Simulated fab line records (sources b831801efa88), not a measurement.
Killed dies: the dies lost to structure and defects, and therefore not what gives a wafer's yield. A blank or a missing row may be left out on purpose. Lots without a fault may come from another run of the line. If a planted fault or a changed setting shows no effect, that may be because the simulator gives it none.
Which tool did it? / flow sky130 / route of 708 steps, sampled at 1 step: 6 lots, 18 wafers

WHAT THE GAUGES SHOWED, per wafer
SKY_SD_P_TW_MEAS_11.
lot=L664; measured=day 26 13:40; on=film metro-03; SD_P_TW=2843 2834 2855
lot=L666; measured=day 26 22:08; on=film metro-03; SD_P_TW=2848 2846 2846
lot=L674; measured=day 29 22:34; on=film metro-01; SD_P_TW=2832 2809 2822
lot=L678; measured=day 31 12:49; on=film metro-04; SD_P_TW=2816 2833 2829
lot=L680; measured=day 31 20:18; on=film metro-04; SD_P_TW=2842 2840 2864
lot=L684; measured=day 32 23:10; on=film metro-03; SD_P_TW=2813 2818 2818

WHICH TOOL RAN EACH LOT (tool, then ch and the chambers of the sampled wafers, then the start)
There is no process step in the record ahead of these readings.

THE ANSWER, worked out from the rows above alone
Rule: what is usual is taken from the lots themselves. The widest of any qualifying gaps counts: lots, ordered by their means at a reading, are off when they make up no more than a third of the lots, leave a main group of 4 or more, and stand apart from it by 3 or more times the standard deviation of that group's means. A main group whose means are all the same, to the digits that the tables above print for the reading, isn't used. A lot without any number at a reading at which 4 lots or more have one is off too. All remaining lots with rows at the step are treated as sound.
No lot is off at any reading shown: from this, nothing can be told.

WHAT THE SIMULATOR PUT IN
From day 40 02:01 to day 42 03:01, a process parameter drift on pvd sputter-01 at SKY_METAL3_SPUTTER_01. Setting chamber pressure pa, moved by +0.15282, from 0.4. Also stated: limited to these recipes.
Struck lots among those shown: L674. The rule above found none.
